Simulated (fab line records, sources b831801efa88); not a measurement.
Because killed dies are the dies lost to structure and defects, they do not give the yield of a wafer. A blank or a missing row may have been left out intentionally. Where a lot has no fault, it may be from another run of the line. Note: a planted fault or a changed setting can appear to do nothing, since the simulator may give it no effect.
Which tool did it? / flow sky130 / Sampling: 13 lots, 39 wafers, 2 of 708 route steps

## WHAT EACH GAUGE READ, for each wafer
Not one reading of a measure or inspect step in the record can be checked against a usual standard deviation.

## WHAT TOOL EACH LOT RAN ON (gives the tool, then ch and the chambers of the sampled wafers, and finally the start)
lot=L261; SKY_LOCAL_INTERCONNECT_METAL_ETCH_14=rie metal-01 ch 0,1, day 30 10:34; SKY_PAD_OPEN_PROBE_99=prober-02, day 45 16:28
lot=L263; SKY_LOCAL_INTERCONNECT_METAL_ETCH_14=rie metal-01 ch 1, day 31 01:59; SKY_PAD_OPEN_PROBE_99=prober-02, day 46 05:26
lot=L264; SKY_LOCAL_INTERCONNECT_METAL_ETCH_14=rie metal-02 ch 0, day 31 06:20; SKY_PAD_OPEN_PROBE_99=prober-01, day 46 09:37
lot=L265; SKY_LOCAL_INTERCONNECT_METAL_ETCH_14=rie metal-02 ch 0, day 31 16:06; SKY_PAD_OPEN_PROBE_99=prober-02, day 46 17:53
lot=L267; SKY_LOCAL_INTERCONNECT_METAL_ETCH_14=rie metal-04 ch 0,1, day 33 16:53; SKY_PAD_OPEN_PROBE_99=prober-02, day 48 05:56
lot=L268; SKY_LOCAL_INTERCONNECT_METAL_ETCH_14=rie metal-02 ch 0,1, day 33 18:07; SKY_PAD_OPEN_PROBE_99=prober-02, day 48 08:12
lot=L269; SKY_LOCAL_INTERCONNECT_METAL_ETCH_14=rie metal-04 ch 0,1, day 33 20:01; SKY_PAD_OPEN_PROBE_99=prober-01, day 48 09:09
lot=L273; SKY_LOCAL_INTERCONNECT_METAL_ETCH_14=rie metal-01 ch 0,1, day 34 14:46; SKY_PAD_OPEN_PROBE_99=prober-01, day 48 20:53
lot=L278; SKY_LOCAL_INTERCONNECT_METAL_ETCH_14=rie metal-04 ch 0,1, day 37 07:10; SKY_PAD_OPEN_PROBE_99=prober-02, day 50 15:05
lot=L277; SKY_LOCAL_INTERCONNECT_METAL_ETCH_14=rie metal-04 ch 0, day 37 08:47; SKY_PAD_OPEN_PROBE_99=prober-01, day 50 18:18
lot=L281; SKY_LOCAL_INTERCONNECT_METAL_ETCH_14=rie metal-04 ch 0, day 37 13:34; SKY_PAD_OPEN_PROBE_99=prober-01, day 50 20:56
lot=L282; SKY_LOCAL_INTERCONNECT_METAL_ETCH_14=rie metal-02 ch 0,1, day 37 14:48; SKY_PAD_OPEN_PROBE_99=prober-02, day 50 20:58
lot=L283; SKY_LOCAL_INTERCONNECT_METAL_ETCH_14=rie metal-02 ch 0,1, day 37 15:37; SKY_PAD_OPEN_PROBE_99=prober-02, day 50 22:21
- SKY_LOCAL_INTERCONNECT_METAL_ETCH_14: etches TiN in Cl2/BCl3, stops on PSG, target depth 110 nm, time 31.4 s.
- SKY_PAD_OPEN_PROBE_99

## AS READ BY THE TOOLS THEMSELVES (means over the sampled wafers that have a number; for cases with no such wafer, the mark the record gives instead)
SKY_LOCAL_INTERCONNECT_METAL_ETCH_14.
lot=L261; tool=rie metal-01; drypump motor current A (A)=5.1; mfc cl2 sccm (sccm)=60.05; oes product au (a.u.)=0.948; throttle valve pct (%)=21.887
lot=L263; tool=rie metal-01; drypump motor current A (A)=5.2; mfc cl2 sccm (sccm)=59.90; oes product au (a.u.)=0.946; throttle valve pct (%)=21.901
lot=L264; tool=rie metal-02; drypump motor current A (A)=5.6; mfc cl2 sccm (sccm)=59.79; oes product au (a.u.)=0.942; throttle valve pct (%)=21.903
lot=L265; tool=rie metal-02; drypump motor current A (A)=5.6; mfc cl2 sccm (sccm)=60.18; oes product au (a.u.)=0.942; throttle valve pct (%)=21.904
lot=L267; tool=rie metal-04; drypump motor current A (A)=5.9; mfc cl2 sccm (sccm)=59.93; oes product au (a.u.)=0.940; throttle valve pct (%)=21.901
lot=L268; tool=rie metal-02; drypump motor current A (A)=5.5; mfc cl2 sccm (sccm)=59.89; oes product au (a.u.)=0.946; throttle valve pct (%)=21.900
lot=L269; tool=rie metal-04; drypump motor current A (A)=5.6; mfc cl2 sccm (sccm)=59.90; oes product au (a.u.)=0.938; throttle valve pct (%)=21.905
lot=L273; tool=rie metal-01; drypump motor current A (A)=5.1; mfc cl2 sccm (sccm)=60.07; oes product au (a.u.)=0.948; throttle valve pct (%)=21.895
lot=L278; tool=rie metal-04; drypump motor current A (A)=6.0; mfc cl2 sccm (sccm)=60.22; oes product au (a.u.)=0.947; throttle valve pct (%)=21.897
lot=L277; tool=rie metal-04; drypump motor current A (A)=5.3; mfc cl2 sccm (sccm)=60.09; oes product au (a.u.)=0.944; throttle valve pct (%)=21.888
lot=L281; tool=rie metal-04; drypump motor current A (A)=5.3; mfc cl2 sccm (sccm)=60.05; oes product au (a.u.)=0.941; throttle valve pct (%)=21.894
lot=L282; tool=rie metal-02; drypump motor current A (A)=5.5; mfc cl2 sccm (sccm)=59.88; oes product au (a.u.)=0.953; throttle valve pct (%)=21.902
lot=L283; tool=rie metal-02; drypump motor current A (A)=5.5; mfc cl2 sccm (sccm)=60.00; oes product au (a.u.)=0.945; throttle valve pct (%)=21.901

SKY_PAD_OPEN_PROBE_99.
lot=L261; tool=prober-02; killed_at_M0_to_M3=44; killed_at_M4_up=2.0; killed at contacts=24; killed at front end=16; killed at other=0.0; killed dies=86; killed open=48; killed short=38
lot=L263; tool=prober-02; killed_at_M0_to_M3=46; killed_at_M4_up=5.7; killed at contacts=24; killed at front end=12; killed at other=0.0; killed dies=89; killed open=52; killed short=37
lot=L264; tool=prober-01; killed_at_M0_to_M3=39; killed_at_M4_up=4.0; killed at contacts=23; killed at front end=15; killed at other=0.3; killed dies=81; killed open=43; killed short=38
lot=L265; tool=prober-02; killed_at_M0_to_M3=40; killed_at_M4_up=3.7; killed at contacts=26; killed at front end=11; killed at other=0.0; killed dies=82; killed open=42; killed short=40
lot=L267; tool=prober-02; killed_at_M0_to_M3=38; killed_at_M4_up=2.7; killed at contacts=24; killed at front end=21; killed at other=0.3; killed dies=86; killed open=48; killed short=38
lot=L268; tool=prober-02; killed_at_M0_to_M3=37; killed_at_M4_up=4.3; killed at contacts=23; killed at front end=16; killed at other=0.3; killed dies=80; killed open=43; killed short=37
lot=L269; tool=prober-01; killed_at_M0_to_M3=51; killed_at_M4_up=3.0; killed at contacts=24; killed at front end=19; killed at other=0.3; killed dies=97; killed open=53; killed short=44
lot=L273; tool=prober-01; killed_at_M0_to_M3=36; killed_at_M4_up=2.3; killed at contacts=61; killed at front end=16; killed at other=0.0; killed dies=115; killed open=41; killed short=31
lot=L278; tool=prober-02; killed_at_M0_to_M3=41; killed_at_M4_up=3.7; killed at contacts=21; killed at front end=14; killed at other=0.0; killed dies=79; killed open=43; killed short=36
lot=L277; tool=prober-01; killed_at_M0_to_M3=49; killed_at_M4_up=2.0; killed at contacts=19; killed at front end=19; killed at other=0.0; killed dies=89; killed open=48; killed short=41
lot=L281; tool=prober-01; killed_at_M0_to_M3=45; killed_at_M4_up=4.7; killed at contacts=26; killed at front end=14; killed at other=0.0; killed dies=90; killed open=49; killed short=41
lot=L282; tool=prober-02; killed_at_M0_to_M3=45; killed_at_M4_up=2.7; killed at contacts=20; killed at front end=16; killed at other=0.0; killed dies=84; killed open=45; killed short=39
lot=L283; tool=prober-02; killed_at_M0_to_M3=43; killed_at_M4_up=3.0; killed at contacts=27; killed at front end=17; killed at other=0.3; killed dies=91; killed open=47; killed short=44

## THE ANSWER, worked out from the rows above alone
Rule: usual is defined by the lots themselves. Put in order of their means at a reading, lots are off if they are a third of the lots or fewer, leave a main group of 4 or more, and stand apart from it by a gap of 3 or more times the standard deviation of the main group's means; of several such gaps the widest counts. Not used: any main group whose means are identical at the precision the tables above print for the reading. A lot without any number at a reading at which 4 lots or more have one is off too. Any other lot the step has rows for is counted as sound. After the gauges, taken in route order, come the tools' own readings; for these a lot's mean is taken, as printed above. The first step at which some lot is off is used, and at that step the reading that is off furthest; a lot without a number counts as furthest.
Off: L273, at SKY_PAD_OPEN_PROBE_99 (killed at contacts). For the main group the mean is 23 and the standard deviation 2.3.
A tool fits if, at that step or a process step before it, it ran every lot that is off, and no sound lot after the first of them. One candidate fits, namely rie metal-01 at SKY_LOCAL_INTERCONNECT_METAL_ETCH_14. A fault onset in the window from L263 (day 31 01:59, its last sound lot) to L273 (day 34 14:46, its first lot off) fits.

## WHAT THE SIMULATOR PUT IN
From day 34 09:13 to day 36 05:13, rie metal-01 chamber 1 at SKY_LOCAL_INTERCONNECT_METAL_ETCH_14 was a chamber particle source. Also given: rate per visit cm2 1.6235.
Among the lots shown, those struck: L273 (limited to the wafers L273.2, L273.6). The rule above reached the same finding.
